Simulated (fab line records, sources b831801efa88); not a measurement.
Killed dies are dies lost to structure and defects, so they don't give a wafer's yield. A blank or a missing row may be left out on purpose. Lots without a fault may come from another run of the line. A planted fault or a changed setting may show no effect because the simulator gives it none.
Split-lot experiment | flow sky130 | 5 lots, 23 wafers read, on a route of 708 steps

THE SPLIT
At SKY_METAL3_EXPOSE_10 (exposes mask MM3, target cd 300 nm), the setting dose_mj was moved away from the recipe's 28 on 8 of the 23 wafers read, by +3.0% to +6.8%. The other wafers ran this setting at the recipe's value.

FROM THE SPLIT TO THE READING: what the file shows between them, 2 steps
- SKY_METAL3_PEB_11
- SKY_METAL3_DEVELOP_12: develop time 58.63 s

THE READING
cd_nm, in nm, at SKY_METAL3_CD_MEAS_13 (target cd 300 nm). Fault-free wafers of this fab line usually give 300.2 nm, standard deviation 1.3 nm.

wafer  | tool, chamber at the split | dose_mj as run | against the recipe | cd_nm, nm | against lot-mates on the recipe
L079.1 | krf_scanner-01, 0          | 28.98          | +3.5%              | 290.7     | -6.7
L079.2 | krf_scanner-01, 0          | 28             | recipe             | 295.9     | -
L079.3 | krf_scanner-01, 0          | 28.98          | +3.5%              | 292.4     | -5.0
L079.4 | krf_scanner-01, 0          | 28.98          | +3.5%              | 292.9     | -4.5
L079.6 | krf_scanner-01, 0          | 28             | recipe             | 298.9     | -
L080.1 | krf_scanner-02, 0          | 28             | recipe             | 302.3     | -
L080.2 | krf_scanner-02, 0          | 28             | recipe             | 302.9     | -
L080.4 | krf_scanner-02, 0          | 28             | recipe             | 301.4     | -
L080.5 | krf_scanner-02, 0          | 28             | recipe             | 300.1     | -
L080.6 | krf_scanner-02, 0          | 28             | recipe             | 301.5     | -
L081.1 | krf_scanner-01, 0          | 28             | recipe             | 301.1     | -
L081.2 | krf_scanner-01, 0          | 28             | recipe             | 300.7     | -
L081.3 | krf_scanner-01, 0          | 28             | recipe             | 301.0     | -
L084.2 | krf_scanner-01, 0          | 29.91          | +6.8%              | 290.1     | -10.9
L084.3 | krf_scanner-01, 0          | 28             | recipe             | 300.9     | -
L084.4 | krf_scanner-01, 0          | 29.91          | +6.8%              | 288.5     | -12.5
L084.5 | krf_scanner-01, 0          | 28             | recipe             | 301.0     | -
L084.6 | krf_scanner-01, 0          | 28             | recipe             | 301.0     | -
L085.1 | krf_scanner-02, 0          | 28.85          | +3.0%              | 295.4     | -4.9
L085.2 | krf_scanner-02, 0          | 28.85          | +3.0%              | 295.8     | -4.5
L085.3 | krf_scanner-02, 0          | 28             | recipe             | 300.5     | -
L085.5 | krf_scanner-02, 0          | 28             | recipe             | 300.1     | -
L085.6 | krf_scanner-02, 0          | 28.85          | +3.0%              | 294.0     | -6.3

THE FIT
A straight line over all 23 wafers: cd_nm changes by -1.84 nm for each +1% of dose_mj; r = -0.93; the points scatter about the line by 1.7 nm.
The same after taking each lot's own level away (the mean of its wafers on the recipe; 23 wafers): -1.68 nm for each +1%; r = -0.98; scatter 0.86 nm.
On that fit, the largest move of dose_mj shifts the reading by 11 nm.
The lots' own levels span 297.40 to 301.64 nm, that is 3.3 times the standard deviation above.
So the lot-to-lot level changes the slope little: the two slopes agree.
Check: with one of the wafers moved furthest among these (+6.8%) left out of the fit, the line predicts -11.7 nm for it against its lot-mates. It came out at -10.9 nm against them.

OTHER SPLITS ON THESE WAFERS
These wafers also went through other splits before the reading. Each is held against what the fit with the lots' levels taken away leaves over:
other split on the same wafers | wafers away from the commonest value | r with cd_nm (lot level and that fit taken away)
SKY_CAPM_SPUTTER_02 power_w    | 5                                    | +0.14
SKY_CAPM_METAL_ETCH_13 time_s  | 9                                    | -0.19

THE WHOLE CHAIN: every reading that the file lists as answering this split, in the file's order
step                  | what it does           | reading                                                       | change (the file's fit)              | r (the file's)
SKY_METAL3_DEVELOP_12 | develop time 58.63 s   | METAL3.cd_nm (the simulator's own value, which no gauge read) | -1.69 nm for each +1% of the setting | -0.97
SKY_METAL3_CD_MEAS_13 | target cd 300 nm       | cd_nm                                                         | -1.69 nm for each +1% of the setting | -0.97
SKY_METAL3_DESCUM_15  | chemistry O2, time 8 s | METAL3.cd_nm (the simulator's own value, which no gauge read) | -1.64 nm for each +1% of the setting | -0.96

THE FILE'S OWN FIT
cd_nm changes by -1.69 nm for each +1% of dose_mj, r = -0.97.
